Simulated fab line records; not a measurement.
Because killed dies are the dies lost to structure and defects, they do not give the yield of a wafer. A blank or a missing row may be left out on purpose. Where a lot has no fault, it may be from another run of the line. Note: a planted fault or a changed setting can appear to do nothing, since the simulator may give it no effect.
Which tool was responsible? || flow gf180mcu || 33 wafers from 11 lots sampled at 2 of the route's 602 steps

== WHAT EACH GAUGE READ, for each wafer ==
GF_STI_THK_MEAS_04.
{"lot": "L273", "measured": "day 1 14:34", "on": "film_metro-02", "STI_CVD_03_THK (nm)": "204.6 206.2 205.1"}
{"lot": "L275", "measured": "day 2 01:25", "on": "film_metro-02", "STI_CVD_03_THK (nm)": "207.6 209.7 209.1"}
{"lot": "L278", "measured": "day 2 16:19", "on": "film_metro-03", "STI_CVD_03_THK (nm)": "208.0 206.2 205.1"}
{"lot": "L280", "measured": "day 3 00:35", "on": "film_metro-03", "STI_CVD_03_THK (nm)": "209.6 209.3 209.8"}
{"lot": "L281", "measured": "day 3 05:37", "on": "film_metro-03", "STI_CVD_03_THK (nm)": "207.0 209.8 208.5"}
{"lot": "L282", "measured": "day 3 10:34", "on": "film_metro-03", "STI_CVD_03_THK (nm)": "205.4 206.3 205.6"}
{"lot": "L289", "measured": "day 4 22:22", "on": "film_metro-01", "STI_CVD_03_THK (nm)": "241.2 239.2 239.6"}
{"lot": "L291", "measured": "day 5 08:34", "on": "film_metro-03", "STI_CVD_03_THK (nm)": "239.1 238.0 240.0"}
{"lot": "L294", "measured": "day 5 22:59", "on": "film_metro-01", "STI_CVD_03_THK (nm)": "207.8 207.3 208.2"}
{"lot": "L295", "measured": "day 6 03:34", "on": "film_metro-02", "STI_CVD_03_THK (nm)": "211.1 210.9 209.4"}
{"lot": "L296", "measured": "day 6 08:34", "on": "film_metro-01", "STI_CVD_03_THK (nm)": "207.6 206.0 205.0"}

== TOOL THAT RAN EACH LOT (tool first, then ch and the chambers of the sampled wafers, then the start) ==
{"lot": "L273", "GF_STI_CVD_03": "lpcvd-01 ch 1, day 1 11:34"}
{"lot": "L275", "GF_STI_CVD_03": "lpcvd-01 ch 1, day 1 22:26"}
{"lot": "L278", "GF_STI_CVD_03": "lpcvd-02 ch 1, day 2 14:19"}
{"lot": "L280", "GF_STI_CVD_03": "lpcvd-02 ch 0, day 2 22:34"}
{"lot": "L281", "GF_STI_CVD_03": "lpcvd-01 ch 1, day 3 03:37"}
{"lot": "L282", "GF_STI_CVD_03": "lpcvd-01 ch 0, day 3 08:34"}
{"lot": "L289", "GF_STI_CVD_03": "lpcvd-01 ch 0, day 4 20:21"}
{"lot": "L291", "GF_STI_CVD_03": "lpcvd-01 ch 1, day 5 05:34"}
{"lot": "L294", "GF_STI_CVD_03": "lpcvd-02 ch 0, day 5 21:00"}
{"lot": "L295", "GF_STI_CVD_03": "lpcvd-02 ch 0, day 6 01:34"}
{"lot": "L296", "GF_STI_CVD_03": "lpcvd-02 ch 1, day 6 06:34"}
- GF_STI_CVD_03: deposits Si3N4 from DCS/NH3, target thk 207.16 nm, time 3551 s.

== THE ANSWER, worked out from the rows above alone ==
Rule: usual is defined by the lots themselves. Put in order of their means at a reading, lots are off if they are a third of the lots or fewer, leave a main group of 4 or more, and stand apart from it by a gap of 3 or more times the standard deviation of the main group's means; of several such gaps the widest counts. A main group whose means are all the same, to the digits that the tables above print for the reading, isn't used. A lot without any number at a reading at which 4 lots or more have one is off too. Any other lot the step has rows for is counted as sound.
Off: L289, L291, at GF_STI_THK_MEAS_04 (STI_CVD_03_THK). Main group: mean 207.6 nm, sd 1.7.
If a tool, at a process step before that reading, ran all the lots that are off and no sound lot after the first of them, it fits. Those tools and the gauges at GF_STI_THK_MEAS_04 are tried in the same way. One candidate fits, namely lpcvd-01 at GF_STI_CVD_03. Its last sound lot is L282 (day 3 08:34), its first lot that is off L289 (day 4 20:21): a fault that began between those two fits.

== WHAT THE SIMULATOR PUT IN ==
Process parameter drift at GF_STI_CVD_03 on lpcvd-01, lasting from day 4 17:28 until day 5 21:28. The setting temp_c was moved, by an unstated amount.
Shown lots that were struck: L289, L291. The rule above reached the same finding.
